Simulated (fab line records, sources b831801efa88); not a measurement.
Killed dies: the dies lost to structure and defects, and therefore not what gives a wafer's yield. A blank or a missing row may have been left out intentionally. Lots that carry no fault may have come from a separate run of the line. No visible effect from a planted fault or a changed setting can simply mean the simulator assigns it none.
2 desks, one fault    flow gf180mcu    each desk holds nothing but its own numbers, with what lay behind them at the end

THE TOOL OWNER'S DESK: implanter-02
The tool's own readings at GF_HV_LDD_IMPLANT_09: means of the sampled wafers that have a number, for each lot that ran on this tool. If a lot's mean is further than 4 standard deviations from the usual mean, the lot is out of limits and carries the mark OUT (the distance appears in the brackets).
Columns: A = doseIonsCm2 at GF_HV_LDD_IMPLANT_09, usual 1.0002e+14; B = endStationPressureTorr at GF_HV_LDD_IMPLANT_09, usual 5.48e-06 Torr
lot   first seen here  A                     B
L108  day 9 20:37      9.9933e+13            5.75e-06
L116  day 12 12:37     9.7343e+13 (-24) OUT  5.65e-06
L118  day 13 06:04     9.7337e+13 (-24) OUT  5.55e-06
L126  day 15 23:56     9.9970e+13            5.34e-06
L128  day 16 12:08     1.0006e+14            5.46e-06
This desk's verdict: out of limits on L116, L118, starting with L116 at day 12 12:37 (doseIonsCm2 at GF_HV_LDD_IMPLANT_09). L108, L126, L128 stayed within limits.

FROM THE METROLOGY DESK
Lot by lot, what the gauges showed, no matter which tool ran the lot: averages of those sampled wafers that carry a number. If a lot's mean is further than 4 standard deviations from the usual mean, the lot is out of limits and carries the mark OUT (the distance appears in the brackets).
Columns: A = HV_LDD_RS at GF_HV_LDD_RS_MEAS_53, usual 418.5 ohm/sq; B = V4_BOW at GF_V4_BOW_MEAS_05, usual 134 um
lot   first seen here  A                 B
L108  day 12 03:51     418.5             146
L109  day 12 07:10     419.0             150
L113  day 13 13:28     417.7             133
L116  day 15 01:57     422.9 (+4.7) OUT  139
L118  day 15 21:35     424.0 (+5.9) OUT  134
L121  day 17 07:01     418.3             145
L126  day 18 21:40     418.2             115
L125  day 18 22:55     420.8             120
L127  day 19 05:25     420.2             131
L128  day 19 12:04     417.5             132
L130  day 19 19:28     417.8             138
L131  day 20 12:33     418.6             134
This desk reports L116, L118 out of limits; the earliest was L116 at day 15 01:57 (HV_LDD_RS at GF_HV_LDD_RS_MEAS_53). L108, L109, L113, L121, L126, L125, L127, L128, L130, L131 stayed within limits.

PUT TOGETHER
The tool owner's desk had the chance to raise an alarm at day 12 12:37 on L116, L118.
On L116, L118, the metrology desk was in a position to raise an alarm at day 15 01:57.
GF_HV_LDD_IMPLANT_09 was run on implanter-02 by each of the lots named.

WHAT WAS PUT IN BY THE SIMULATOR
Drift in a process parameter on implanter-02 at GF_HV_LDD_IMPLANT_09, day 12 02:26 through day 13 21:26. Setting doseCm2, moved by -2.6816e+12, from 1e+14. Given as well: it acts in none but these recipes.
Shown lots that were struck: L116, L118.
Time in hours from fault onset to the first out-of-limits reading at each desk: tool owner's desk 10, metrology desk 72.
